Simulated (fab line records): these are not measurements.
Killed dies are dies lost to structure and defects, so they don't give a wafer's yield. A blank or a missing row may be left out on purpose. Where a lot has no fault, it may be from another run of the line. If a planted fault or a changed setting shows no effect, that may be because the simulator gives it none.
fab line records / flow sky130
record: lots: 14 wafers: 41 last-day: 50
route steps=708 shown VIA4@649 METAL5@662
lots that met no fault: from a run of the same line without faults
start-h: the number of hours between the record's first day and the start of the first shown wafer of the lot / wait-h: hours from the lot's prior step to this one / " the same as in the row above / L1.1+2: one row covering several wafers at once / - no value present, or no start provided / * or withheld: withheld / < > ~ a bound
route shown NAME@n: names a module that has steps shown in the file, with the first one's number in the route / usual: the fault-free wafers' mean and standard deviation / same: alike in all rows / chamber/n: place in a boat / sites: per-site readings / _std_site: standard deviation of those values / _edge_site: outer sites' mean less inner sites' / radius-mm: for every site, how far away it sits from the centre of the wafer / mask NAME#n: copy n / behind: tool/chamber where the wafer was last shaped / hold: reason for holding the lot/hours on hold/outcome of the hold / device: whichever transistor did not switch (one of n, p or np) / end of line: tests run on the same wafers once the route is complete / a step without rows: its recipe alone / killed: not the wafer's yield, but the dies lost to structure and defects at the first sort / map: a wafer's dies, marking killed ones x, the rest . and places with no die _
set.NAME: the setting as run; set.NAME@STEP: as run at that earlier step / model.NAME: the simulator's own value behind a step, which no gauge read
one table for each step of the route and one row for each wafer, over a sample of lots
services: a tool's chamber out of use, with start hour (start-h, from the record's first day; less than 0 if before it), hours out, and reason
== steps ==
step: SKY_VIA4_DEVELOP_10
recipe: resist: NOVOLAK developer: TMAH develop-time-s: 60 dev-temp-c: 23
usual: chill-plate-temp-C: 22.98/0.097 develop-time-s: 60/0
lot.wafer=L632.2 tool=litho-track-04 chamber=0 start-h=1005.38 wait-h=0.1 chill-plate-temp-C=23.04 develop-time-s=60
lot.wafer=L632.4 tool=litho-track-04 chamber=0 start-h=1005.38 wait-h=0.1 chill-plate-temp-C=23.04 develop-time-s=60
lot.wafer=L632.5 tool=litho-track-04 chamber=0 start-h=1005.38 wait-h=0.1 chill-plate-temp-C=23.10 develop-time-s=60
lot.wafer=L633.1 tool=litho-track-04 chamber=0 start-h=1012.11 wait-h=0.1 chill-plate-temp-C=23.10 develop-time-s=60
lot.wafer=L633.2 tool=litho-track-04 chamber=0 start-h=1012.11 wait-h=0.1 chill-plate-temp-C=23.03 develop-time-s=60
lot.wafer=L633.6 tool=litho-track-04 chamber=0 start-h=1012.11 wait-h=0.1 chill-plate-temp-C=22.85 develop-time-s=60
lot.wafer=L634.1 tool=litho-track-04 chamber=0 start-h=1020.06 wait-h=0.1 chill-plate-temp-C=23.10 develop-time-s=60
lot.wafer=L634.3 tool=litho-track-04 chamber=0 start-h=1020.06 wait-h=0.1 chill-plate-temp-C=22.88 develop-time-s=60
lot.wafer=L634.5 tool=litho-track-04 chamber=0 start-h=1020.06 wait-h=0.1 chill-plate-temp-C=23.08 develop-time-s=60
lot.wafer=L638.1 tool=litho-track-03 chamber=0 start-h=1054.34 wait-h=0.1 chill-plate-temp-C=23.02 develop-time-s=60
lot.wafer=L638.4 tool=litho-track-03 chamber=0 start-h=1054.34 wait-h=0.1 chill-plate-temp-C=23.14 develop-time-s=60
lot.wafer=L638.6 tool=litho-track-03 chamber=0 start-h=1054.34 wait-h=0.1 chill-plate-temp-C=23.09 develop-time-s=60
lot.wafer=L640.1 tool=litho-track-03 chamber=0 start-h=1070.34 wait-h=0.1 chill-plate-temp-C=22.98 develop-time-s=60
lot.wafer=L640.2 tool=litho-track-03 chamber=0 start-h=1070.34 wait-h=0.1 chill-plate-temp-C=23.13 develop-time-s=60
lot.wafer=L640.5 tool=litho-track-03 chamber=0 start-h=1070.34 wait-h=0.1 chill-plate-temp-C=22.93 develop-time-s=60
lot.wafer=L643.2 tool=litho-track-01 chamber=0 start-h=1086.84 wait-h=0.1 chill-plate-temp-C=22.88 develop-time-s=60
lot.wafer=L643.4 tool=litho-track-01 chamber=0 start-h=1086.84 wait-h=0.1 chill-plate-temp-C=22.92 develop-time-s=60
lot.wafer=L643.5 tool=litho-track-01 chamber=0 start-h=1086.84 wait-h=0.1 chill-plate-temp-C=22.92 develop-time-s=60
lot.wafer=L644.4 tool=litho-track-01 chamber=0 start-h=1088.14 wait-h=0.1 chill-plate-temp-C=23.19 develop-time-s=60
lot.wafer=L644.6 tool=litho-track-01 chamber=0 start-h=1088.14 wait-h=0.1 chill-plate-temp-C=23.03 develop-time-s=60
lot.wafer=L646.1 tool=litho-track-04 chamber=0 start-h=1093.01 wait-h=0.1 chill-plate-temp-C=22.93 develop-time-s=60
lot.wafer=L646.3 tool=litho-track-04 chamber=0 start-h=1093.01 wait-h=0.1 chill-plate-temp-C=23.06 develop-time-s=60
lot.wafer=L646.4 tool=litho-track-04 chamber=0 start-h=1093.01 wait-h=0.1 chill-plate-temp-C=22.98 develop-time-s=60
lot.wafer=L647.1 tool=litho-track-03 chamber=0 start-h=1106.64 wait-h=0.1 chill-plate-temp-C=22.98 develop-time-s=60
lot.wafer=L647.2 tool=litho-track-03 chamber=0 start-h=1106.64 wait-h=0.1 chill-plate-temp-C=23.11 develop-time-s=60
lot.wafer=L647.3 tool=litho-track-03 chamber=0 start-h=1106.64 wait-h=0.1 chill-plate-temp-C=23.01 develop-time-s=60
lot.wafer=L648.2 tool=litho-track-03 chamber=0 start-h=1110.97 wait-h=0.1 chill-plate-temp-C=22.94 develop-time-s=60
lot.wafer=L648.4 tool=litho-track-03 chamber=0 start-h=1110.97 wait-h=0.1 chill-plate-temp-C=23.12 develop-time-s=60
lot.wafer=L648.6 tool=litho-track-03 chamber=0 start-h=1110.97 wait-h=0.1 chill-plate-temp-C=22.89 develop-time-s=60
lot.wafer=L649.1 tool=litho-track-01 chamber=- start-h=1115.01 wait-h=0.1 chill-plate-temp-C=- develop-time-s=-
lot.wafer=L649.3 tool=litho-track-01 chamber=- start-h=1115.01 wait-h=0.1 chill-plate-temp-C=- develop-time-s=-
lot.wafer=L649.6 tool=litho-track-01 chamber=- start-h=1115.01 wait-h=0.1 chill-plate-temp-C=- develop-time-s=-
lot.wafer=L651.3 tool=litho-track-01 chamber=- start-h=1117.91 wait-h=0.1 chill-plate-temp-C=- develop-time-s=-
lot.wafer=L651.4 tool=litho-track-01 chamber=- start-h=1117.91 wait-h=0.1 chill-plate-temp-C=- develop-time-s=-
lot.wafer=L651.6 tool=litho-track-01 chamber=- start-h=1117.91 wait-h=0.1 chill-plate-temp-C=- develop-time-s=-
lot.wafer=L655.1 tool=litho-track-04 chamber=0 start-h=1140.86 wait-h=0.1 chill-plate-temp-C=23.10 develop-time-s=60
lot.wafer=L655.3 tool=litho-track-04 chamber=0 start-h=1140.86 wait-h=0.1 chill-plate-temp-C=23.00 develop-time-s=60
lot.wafer=L655.6 tool=litho-track-04 chamber=0 start-h=1140.86 wait-h=0.1 chill-plate-temp-C=23.11 develop-time-s=60
lot.wafer=L653.1 tool=litho-track-04 chamber=0 start-h=1144.36 wait-h=0.1 chill-plate-temp-C=23.00 develop-time-s=60
lot.wafer=L653.4 tool=litho-track-04 chamber=0 start-h=1144.36 wait-h=0.1 chill-plate-temp-C=23.13 develop-time-s=60
lot.wafer=L653.6 tool=litho-track-04 chamber=0 start-h=1144.36 wait-h=0.1 chill-plate-temp-C=23.04 develop-time-s=60
step: SKY_VIA4_OVL_MEAS_11
usual: VIA4_OVL: -0.1/1.4
lot.wafer=L632.2 tool=overlay-02 chamber=- start-h=1005.51 wait-h=0.1 VIA4_OVL[nm]=-3.3
lot.wafer=L632.4 tool=overlay-02 chamber=- start-h=1005.51 wait-h=0.1 VIA4_OVL[nm]=-1.3
lot.wafer=L632.5 tool=overlay-02 chamber=- start-h=1005.51 wait-h=0.1 VIA4_OVL[nm]=-1.0
lot.wafer=L633.1 tool=overlay-01 chamber=- start-h=1012.26 wait-h=0.1 VIA4_OVL[nm]=1.5
lot.wafer=L633.2 tool=overlay-01 chamber=- start-h=1012.26 wait-h=0.1 VIA4_OVL[nm]=-0.6
lot.wafer=L633.6 tool=overlay-01 chamber=- start-h=1012.26 wait-h=0.1 VIA4_OVL[nm]=0.3
lot.wafer=L634.1 tool=overlay-02 chamber=- start-h=1020.21 wait-h=0.1 VIA4_OVL[nm]=0.0
lot.wafer=L634.3 tool=overlay-02 chamber=- start-h=1020.21 wait-h=0.1 VIA4_OVL[nm]=-0.2
lot.wafer=L634.5 tool=overlay-02 chamber=- start-h=1020.21 wait-h=0.1 VIA4_OVL[nm]=-0.1
lot.wafer=L638.1 tool=overlay-02 chamber=- start-h=1054.49 wait-h=0.1 VIA4_OVL[nm]=-1.1
lot.wafer=L638.4 tool=overlay-02 chamber=- start-h=1054.49 wait-h=0.1 VIA4_OVL[nm]=1.2
lot.wafer=L638.6 tool=overlay-02 chamber=- start-h=1054.49 wait-h=0.1 VIA4_OVL[nm]=0.8
lot.wafer=L640.1 tool=overlay-02 chamber=- start-h=1070.49 wait-h=0.1 VIA4_OVL[nm]=-1.6
lot.wafer=L640.2 tool=overlay-02 chamber=- start-h=1070.49 wait-h=0.1 VIA4_OVL[nm]=-2.2
lot.wafer=L640.5 tool=overlay-02 chamber=- start-h=1070.49 wait-h=0.1 VIA4_OVL[nm]=-2.2
lot.wafer=L643.2 tool=overlay-02 chamber=- start-h=1086.97 wait-h=0.1 VIA4_OVL[nm]=1.7
lot.wafer=L643.4 tool=overlay-02 chamber=- start-h=1086.97 wait-h=0.1 VIA4_OVL[nm]=2.0
lot.wafer=L643.5 tool=overlay-02 chamber=- start-h=1086.97 wait-h=0.1 VIA4_OVL[nm]=0.1
lot.wafer=L644.4 tool=overlay-01 chamber=- start-h=1088.23 wait-h=0.1 VIA4_OVL[nm]=-2.9
lot.wafer=L644.6 tool=overlay-01 chamber=- start-h=1088.23 wait-h=0.1 VIA4_OVL[nm]=-4.4
lot.wafer=L646.1 tool=overlay-01 chamber=- start-h=1093.16 wait-h=0.1 VIA4_OVL[nm]=1.6
lot.wafer=L646.3 tool=overlay-01 chamber=- start-h=1093.16 wait-h=0.1 VIA4_OVL[nm]=0.9
lot.wafer=L646.4 tool=overlay-01 chamber=- start-h=1093.16 wait-h=0.1 VIA4_OVL[nm]=0.7
lot.wafer=L647.1 tool=overlay-02 chamber=- start-h=1106.79 wait-h=0.1 VIA4_OVL[nm]=-0.2
lot.wafer=L647.2 tool=overlay-02 chamber=- start-h=1106.79 wait-h=0.1 VIA4_OVL[nm]=-1.1
lot.wafer=L647.3 tool=overlay-02 chamber=- start-h=1106.79 wait-h=0.1 VIA4_OVL[nm]=-1.5
lot.wafer=L648.2 tool=overlay-02 chamber=- start-h=1111.10 wait-h=0.1 VIA4_OVL[nm]=0.7
lot.wafer=L648.4 tool=overlay-02 chamber=- start-h=1111.10 wait-h=0.1 VIA4_OVL[nm]=-0.6
lot.wafer=L648.6 tool=overlay-02 chamber=- start-h=1111.10 wait-h=0.1 VIA4_OVL[nm]=0.4
lot.wafer=L649.1 tool=overlay-01 chamber=- start-h=1115.16 wait-h=0.1 VIA4_OVL[nm]=-
lot.wafer=L649.3 tool=overlay-01 chamber=- start-h=1115.16 wait-h=0.1 VIA4_OVL[nm]=-
lot.wafer=L649.6 tool=overlay-01 chamber=- start-h=1115.16 wait-h=0.1 VIA4_OVL[nm]=-
lot.wafer=L651.3 tool=overlay-01 chamber=- start-h=1118.02 wait-h=0.1 VIA4_OVL[nm]=-
lot.wafer=L651.4 tool=overlay-01 chamber=- start-h=1118.02 wait-h=0.1 VIA4_OVL[nm]=-
lot.wafer=L651.6 tool=overlay-01 chamber=- start-h=1118.02 wait-h=0.1 VIA4_OVL[nm]=-
lot.wafer=L655.1 tool=overlay-02 chamber=- start-h=1141.01 wait-h=0.1 VIA4_OVL[nm]=-1.1
lot.wafer=L655.3 tool=overlay-02 chamber=- start-h=1141.01 wait-h=0.1 VIA4_OVL[nm]=-1.1
lot.wafer=L655.6 tool=overlay-02 chamber=- start-h=1141.01 wait-h=0.1 VIA4_OVL[nm]=-1.0
lot.wafer=L653.1 tool=overlay-02 chamber=- start-h=1144.51 wait-h=0.1 VIA4_OVL[nm]=-0.3
lot.wafer=L653.4 tool=overlay-02 chamber=- start-h=1144.51 wait-h=0.1 VIA4_OVL[nm]=-1.1
lot.wafer=L653.6 tool=overlay-02 chamber=- start-h=1144.51 wait-h=0.1 VIA4_OVL[nm]=-0.4
step: SKY_METAL5_SPUTTER_01
recipe: material: TiN target-thk-nm: 20 power-w: 6500 time-s: 16.7 chamber-pressure-pa: 0.4
usual: throttle-valve-pct: 30.5/0.86
lot.wafer=L632.2 tool=pvd-sputter-01 chamber=- start-h=1006.92 wait-h=0.0 throttle-valve-pct=29.2
lot.wafer=L632.4 tool=pvd-sputter-01 chamber=- start-h=1006.92 wait-h=0.0 throttle-valve-pct=30.1
lot.wafer=L632.5 tool=pvd-sputter-01 chamber=- start-h=1006.92 wait-h=0.0 throttle-valve-pct=31.4
lot.wafer=L633.1 tool=pvd-sputter-03 chamber=- start-h=1013.67 wait-h=0.0 throttle-valve-pct=31.7
lot.wafer=L633.2 tool=pvd-sputter-03 chamber=- start-h=1013.67 wait-h=0.0 throttle-valve-pct=31.6
lot.wafer=L633.6 tool=pvd-sputter-03 chamber=- start-h=1013.67 wait-h=0.0 throttle-valve-pct=31.3
lot.wafer=L634.1 tool=pvd-sputter-01 chamber=- start-h=1021.62 wait-h=0.0 throttle-valve-pct=30.1
lot.wafer=L634.3 tool=pvd-sputter-01 chamber=- start-h=1021.62 wait-h=0.0 throttle-valve-pct=28.9
lot.wafer=L634.5 tool=pvd-sputter-01 chamber=- start-h=1021.62 wait-h=0.0 throttle-valve-pct=31.9
lot.wafer=L638.1 tool=pvd-sputter-02 chamber=- start-h=1055.91 wait-h=0.0 throttle-valve-pct=30.7
lot.wafer=L638.4 tool=pvd-sputter-02 chamber=- start-h=1055.91 wait-h=0.0 throttle-valve-pct=30.2
lot.wafer=L638.6 tool=pvd-sputter-02 chamber=- start-h=1055.91 wait-h=0.0 throttle-valve-pct=30.4
lot.wafer=L640.1 tool=pvd-sputter-02 chamber=- start-h=1071.95 wait-h=0.0 throttle-valve-pct=30.1
lot.wafer=L640.2 tool=pvd-sputter-02 chamber=- start-h=1071.95 wait-h=0.0 throttle-valve-pct=30.7
lot.wafer=L640.5 tool=pvd-sputter-02 chamber=- start-h=1071.95 wait-h=0.0 throttle-valve-pct=30.0
lot.wafer=L643.2 tool=pvd-sputter-01 chamber=- start-h=1088.81 wait-h=0.0 throttle-valve-pct=30.3
lot.wafer=L643.4 tool=pvd-sputter-01 chamber=- start-h=1088.81 wait-h=0.0 throttle-valve-pct=29.1
lot.wafer=L643.5 tool=pvd-sputter-01 chamber=- start-h=1088.81 wait-h=0.0 throttle-valve-pct=30.0
lot.wafer=L644.4 tool=pvd-sputter-03 chamber=- start-h=1089.63 wait-h=0.0 throttle-valve-pct=29.1
lot.wafer=L644.6 tool=pvd-sputter-03 chamber=- start-h=1089.63 wait-h=0.0 throttle-valve-pct=31.7
lot.wafer=L646.1 tool=pvd-sputter-03 chamber=- start-h=1094.83 wait-h=0.0 throttle-valve-pct=31.9
lot.wafer=L646.3 tool=pvd-sputter-03 chamber=- start-h=1094.83 wait-h=0.0 throttle-valve-pct=31.5
lot.wafer=L646.4 tool=pvd-sputter-03 chamber=- start-h=1094.83 wait-h=0.0 throttle-valve-pct=31.1
lot.wafer=L647.1 tool=pvd-sputter-01 chamber=- start-h=1108.24 wait-h=0.0 throttle-valve-pct=31.9
lot.wafer=L647.2 tool=pvd-sputter-01 chamber=- start-h=1108.24 wait-h=0.0 throttle-valve-pct=29.0
lot.wafer=L647.3 tool=pvd-sputter-01 chamber=- start-h=1108.24 wait-h=0.0 throttle-valve-pct=30.1
lot.wafer=L648.2 tool=pvd-sputter-02 chamber=- start-h=1112.51 wait-h=0.0 throttle-valve-pct=30.1
lot.wafer=L648.4 tool=pvd-sputter-02 chamber=- start-h=1112.51 wait-h=0.0 throttle-valve-pct=30.6
lot.wafer=L648.6 tool=pvd-sputter-02 chamber=- start-h=1112.51 wait-h=0.0 throttle-valve-pct=30.4
lot.wafer=L655.1 tool=pvd-sputter-02 chamber=- start-h=1142.47 wait-h=0.0 throttle-valve-pct=29.9
lot.wafer=L655.3 tool=pvd-sputter-02 chamber=- start-h=1142.47 wait-h=0.0 throttle-valve-pct=30.7
lot.wafer=L655.6 tool=pvd-sputter-02 chamber=- start-h=1142.47 wait-h=0.0 throttle-valve-pct=30.6
lot.wafer=L653.1 tool=pvd-sputter-02 chamber=- start-h=1145.94 wait-h=0.0 throttle-valve-pct=31.4
lot.wafer=L653.4 tool=pvd-sputter-02 chamber=- start-h=1145.94 wait-h=0.0 throttle-valve-pct=30.8
lot.wafer=L653.6 tool=pvd-sputter-02 chamber=- start-h=1145.94 wait-h=0.0 throttle-valve-pct=30.6
step: SKY_METAL5_STRIP_16
recipe: chemistry: O2/N2 power-w: 1400 pressure-mtorr: 1500 platen-temp-c: withheld o2-flow-sccm: 3000 n2-flow-sccm: 300 overash-fraction: 0.5
usual: drypump-motor-current-A: 5.9/0.36 o2-flow-sccm: 3000/7.7 oes-product-au: 0.710/0.0044 strip-time-to-endpoint-s: 13.03/0.16
lot.wafer=L632.2 tool=plasma-asher-02 chamber=1 start-h=1029.31 wait-h=0.2 drypump-motor-current-A=6.3 o2-flow-sccm=3006 oes-product-au=0.710 rf-hours-counter-h=58 strip-time-to-endpoint-s=12.82
lot.wafer=L632.4 tool=plasma-asher-02 chamber=0 start-h=1029.31 wait-h=0.2 drypump-motor-current-A=5.7 o2-flow-sccm=3014 oes-product-au=0.715 rf-hours-counter-h=- strip-time-to-endpoint-s=13.08
lot.wafer=L632.5 tool=plasma-asher-02 chamber=1 start-h=1029.31 wait-h=0.2 drypump-motor-current-A=6.3 o2-flow-sccm=3016 oes-product-au=0.702 rf-hours-counter-h=- strip-time-to-endpoint-s=12.78
lot.wafer=L633.1 tool=plasma-asher-04 chamber=1 start-h=1036.58 wait-h=0.2 drypump-motor-current-A=6.4 o2-flow-sccm=2997 oes-product-au=0.711 rf-hours-counter-h=86 strip-time-to-endpoint-s=13.16
lot.wafer=L633.2 tool=plasma-asher-04 chamber=0 start-h=1036.58 wait-h=0.2 drypump-motor-current-A=5.9 o2-flow-sccm=3005 oes-product-au=0.707 rf-hours-counter-h=86 strip-time-to-endpoint-s=12.83
lot.wafer=L633.6 tool=plasma-asher-04 chamber=0 start-h=1036.58 wait-h=0.2 drypump-motor-current-A=5.9 o2-flow-sccm=3005 oes-product-au=0.713 rf-hours-counter-h=- strip-time-to-endpoint-s=13.16
lot.wafer=L634.1 tool=plasma-asher-03 chamber=0 start-h=1044.18 wait-h=0.2 drypump-motor-current-A=5.5 o2-flow-sccm=2988 oes-product-au=0.701 rf-hours-counter-h=126 strip-time-to-endpoint-s=12.71
lot.wafer=L634.3 tool=plasma-asher-03 chamber=1 start-h=1044.18 wait-h=0.2 drypump-motor-current-A=5.5 o2-flow-sccm=2994 oes-product-au=0.712 rf-hours-counter-h=- strip-time-to-endpoint-s=12.65
lot.wafer=L634.5 tool=plasma-asher-03 chamber=0 start-h=1044.18 wait-h=0.2 drypump-motor-current-A=5.5 o2-flow-sccm=3008 oes-product-au=0.703 rf-hours-counter-h=- strip-time-to-endpoint-s=12.73
lot.wafer=L638.1 tool=plasma-asher-03 chamber=0 start-h=1077.63 wait-h=0.4 drypump-motor-current-A=5.5 o2-flow-sccm=3014 oes-product-au=0.709 rf-hours-counter-h=2 strip-time-to-endpoint-s=13.07
lot.wafer=L638.4 tool=plasma-asher-03 chamber=1 start-h=1077.63 wait-h=0.4 drypump-motor-current-A=5.5 o2-flow-sccm=2996 oes-product-au=0.711 rf-hours-counter-h=- strip-time-to-endpoint-s=13.26
lot.wafer=L638.6 tool=plasma-asher-03 chamber=0 start-h=1077.63 wait-h=0.4 drypump-motor-current-A=5.5 o2-flow-sccm=2999 oes-product-au=0.710 rf-hours-counter-h=- strip-time-to-endpoint-s=13.09
lot.wafer=L640.1 tool=plasma-asher-03 chamber=0 start-h=1093.18 wait-h=0.2 drypump-motor-current-A=5.5 o2-flow-sccm=3015 oes-product-au=0.704 rf-hours-counter-h=3 strip-time-to-endpoint-s=13.09
lot.wafer=L640.2 tool=plasma-asher-03 chamber=1 start-h=1093.18 wait-h=0.2 drypump-motor-current-A=5.5 o2-flow-sccm=3001 oes-product-au=0.709 rf-hours-counter-h=3 strip-time-to-endpoint-s=13.14
lot.wafer=L640.5 tool=plasma-asher-03 chamber=0 start-h=1093.18 wait-h=0.2 drypump-motor-current-A=5.5 o2-flow-sccm=2997 oes-product-au=0.705 rf-hours-counter-h=- strip-time-to-endpoint-s=13.08
lot.wafer=L643.2 tool=plasma-asher-03 chamber=0 start-h=1109.63 wait-h=0.2 drypump-motor-current-A=5.5 o2-flow-sccm=2991 oes-product-au=0.710 rf-hours-counter-h=4 strip-time-to-endpoint-s=13.21
lot.wafer=L643.4 tool=plasma-asher-03 chamber=0 start-h=1109.63 wait-h=0.2 drypump-motor-current-A=5.5 o2-flow-sccm=2993 oes-product-au=0.710 rf-hours-counter-h=- strip-time-to-endpoint-s=13.09
lot.wafer=L643.5 tool=plasma-asher-03 chamber=1 start-h=1109.63 wait-h=0.2 drypump-motor-current-A=5.5 o2-flow-sccm=3010 oes-product-au=0.711 rf-hours-counter-h=- strip-time-to-endpoint-s=12.84
lot.wafer=L644.4 tool=plasma-asher-02 chamber=0 start-h=1110.49 wait-h=0.1 drypump-motor-current-A=5.8 o2-flow-sccm=3004 oes-product-au=0.708 rf-hours-counter-h=- strip-time-to-endpoint-s=12.96
lot.wafer=L644.6 tool=plasma-asher-02 chamber=1 start-h=1110.49 wait-h=0.1 drypump-motor-current-A=6.3 o2-flow-sccm=2988 oes-product-au=0.708 rf-hours-counter-h=- strip-time-to-endpoint-s=12.88
lot.wafer=L646.1 tool=plasma-asher-02 chamber=1 start-h=1115.13 wait-h=0.2 drypump-motor-current-A=6.3 o2-flow-sccm=2991 oes-product-au=0.715 rf-hours-counter-h=68 strip-time-to-endpoint-s=13.22
lot.wafer=L646.3 tool=plasma-asher-02 chamber=1 start-h=1115.13 wait-h=0.2 drypump-motor-current-A=6.3 o2-flow-sccm=2993 oes-product-au=0.709 rf-hours-counter-h=- strip-time-to-endpoint-s=12.89
lot.wafer=L646.4 tool=plasma-asher-02 chamber=0 start-h=1115.13 wait-h=0.2 drypump-motor-current-A=5.7 o2-flow-sccm=3000 oes-product-au=0.710 rf-hours-counter-h=- strip-time-to-endpoint-s=13.19
lot.wafer=L647.1 tool=plasma-asher-02 chamber=0 start-h=1128.81 wait-h=0.2 drypump-motor-current-A=5.7 o2-flow-sccm=2987 oes-product-au=0.714 rf-hours-counter-h=69 strip-time-to-endpoint-s=12.82
lot.wafer=L647.2 tool=plasma-asher-02 chamber=1 start-h=1128.81 wait-h=0.2 drypump-motor-current-A=6.3 o2-flow-sccm=3000 oes-product-au=0.701 rf-hours-counter-h=69 strip-time-to-endpoint-s=13.16
lot.wafer=L647.3 tool=plasma-asher-02 chamber=1 start-h=1128.81 wait-h=0.2 drypump-motor-current-A=6.3 o2-flow-sccm=3006 oes-product-au=0.706 rf-hours-counter-h=- strip-time-to-endpoint-s=13.20
lot.wafer=L648.2 tool=plasma-asher-04 chamber=1 start-h=1132.93 wait-h=0.2 drypump-motor-current-A=6.5 o2-flow-sccm=3002 oes-product-au=0.705 rf-hours-counter-h=97 strip-time-to-endpoint-s=12.99
lot.wafer=L648.4 tool=plasma-asher-04 chamber=0 start-h=1132.93 wait-h=0.2 drypump-motor-current-A=6.0 o2-flow-sccm=3007 oes-product-au=0.705 rf-hours-counter-h=- strip-time-to-endpoint-s=13.07
lot.wafer=L648.6 tool=plasma-asher-04 chamber=1 start-h=1132.93 wait-h=0.2 drypump-motor-current-A=6.5 o2-flow-sccm=2998 oes-product-au=0.703 rf-hours-counter-h=- strip-time-to-endpoint-s=13.08
lot.wafer=L655.1 tool=plasma-asher-03 chamber=1 start-h=1160.83 wait-h=0.2 drypump-motor-current-A=5.6 o2-flow-sccm=3002 oes-product-au=0.717 rf-hours-counter-h=7 strip-time-to-endpoint-s=13.16
lot.wafer=L655.3 tool=plasma-asher-03 chamber=0 start-h=1160.83 wait-h=0.2 drypump-motor-current-A=5.5 o2-flow-sccm=3003 oes-product-au=0.710 rf-hours-counter-h=- strip-time-to-endpoint-s=13.13
lot.wafer=L655.6 tool=plasma-asher-03 chamber=1 start-h=1160.83 wait-h=0.2 drypump-motor-current-A=5.6 o2-flow-sccm=2994 oes-product-au=0.712 rf-hours-counter-h=- strip-time-to-endpoint-s=13.23
lot.wafer=L653.1 tool=plasma-asher-04 chamber=1 start-h=1163.86 wait-h=0.2 drypump-motor-current-A=6.5 o2-flow-sccm=2996 oes-product-au=0.707 rf-hours-counter-h=101 strip-time-to-endpoint-s=13.20
lot.wafer=L653.4 tool=plasma-asher-04 chamber=0 start-h=1163.86 wait-h=0.2 drypump-motor-current-A=5.9 o2-flow-sccm=3003 oes-product-au=0.712 rf-hours-counter-h=- strip-time-to-endpoint-s=13.39
lot.wafer=L653.6 tool=plasma-asher-04 chamber=0 start-h=1163.86 wait-h=0.2 drypump-motor-current-A=5.9 o2-flow-sccm=3000 oes-product-au=0.708 rf-hours-counter-h=- strip-time-to-endpoint-s=12.80
== services ==
tool=plasma-asher-04 chamber=- start-h=1012.14 hours=22.7 kind=repair
tool=plasma-asher-02 chamber=- start-h=1033.62 hours=1.5 kind=repair
tool=plasma-asher-03 chamber=- start-h=1046.26 hours=4.2 kind=repair
tool=plasma-asher-03 chamber=- start-h=1055.25 hours=9.0 kind=pm
tool=plasma-asher-03 chamber=0 start-h=1055.25 hours=9.0 kind=vent-cycle
tool=plasma-asher-03 chamber=1 start-h=1055.25 hours=9.0 kind=vent-cycle
tool=plasma-asher-03 chamber=0 start-h=1064.25 hours=- kind=clean
tool=plasma-asher-03 chamber=1 start-h=1064.25 hours=- kind=clean
tool=plasma-asher-04 chamber=- start-h=1091.17 hours=0.9 kind=repair
tool=plasma-asher-03 chamber=- start-h=1114.93 hours=28.1 kind=pm
tool=plasma-asher-02 chamber=- start-h=1133.86 hours=3.2 kind=repair
tool=pvd-sputter-03 chamber=- start-h=1159.03 hours=2.4 kind=repair
== key ==
first-sign: step: SKY_VIA4_DEVELOP_10 reading: tool-record direction: missing
effect none on later readings
met-at SKY_VIA4_DEVELOP_10
struck-lots L649,L651
later-rows-left-out L649.1,L649.3,L649.6,L651.3,L651.4,L651.6
sort-left-out L649.1,L649.3,L649.6,L651.3,L651.4,L651.6
tester-left-out L651
not-acting-at SKY_VIA4_OVL_MEAS_11,SKY_METAL5_SPUTTER_01,SKY_METAL5_STRIP_16
onset-between 1110.97 1115.01
earlier-fault: kind: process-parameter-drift tool: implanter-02 chamber: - onset-h: 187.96 steps: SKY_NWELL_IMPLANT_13 channel: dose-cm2 offset: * shape: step end-h: 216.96 acts-in: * stated: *
fault: kind: skipped-step-whole tool: litho-track-01,litho-track-03 chamber: - onset-h: 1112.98 steps: SKY_VIA4_DEVELOP_10 scope: struck-lots-only
tester-left-out: of these lots the tester's yield and bins aren't shown, on N5 and GAA mostly nor the transistor test; their killed dies are dies lost to structure and defects alone, not to doping, threshold or leakage, so they don't give the yield
sort-left-out: the simulated sort isn't trusted on such a fault, so these wafers' sort isn't shown, and their yield isn't known
later-rows-left-out: the simulator's readings of these wafers behind a module that went badly wrong aren't trusted and aren't shown, but for the sort
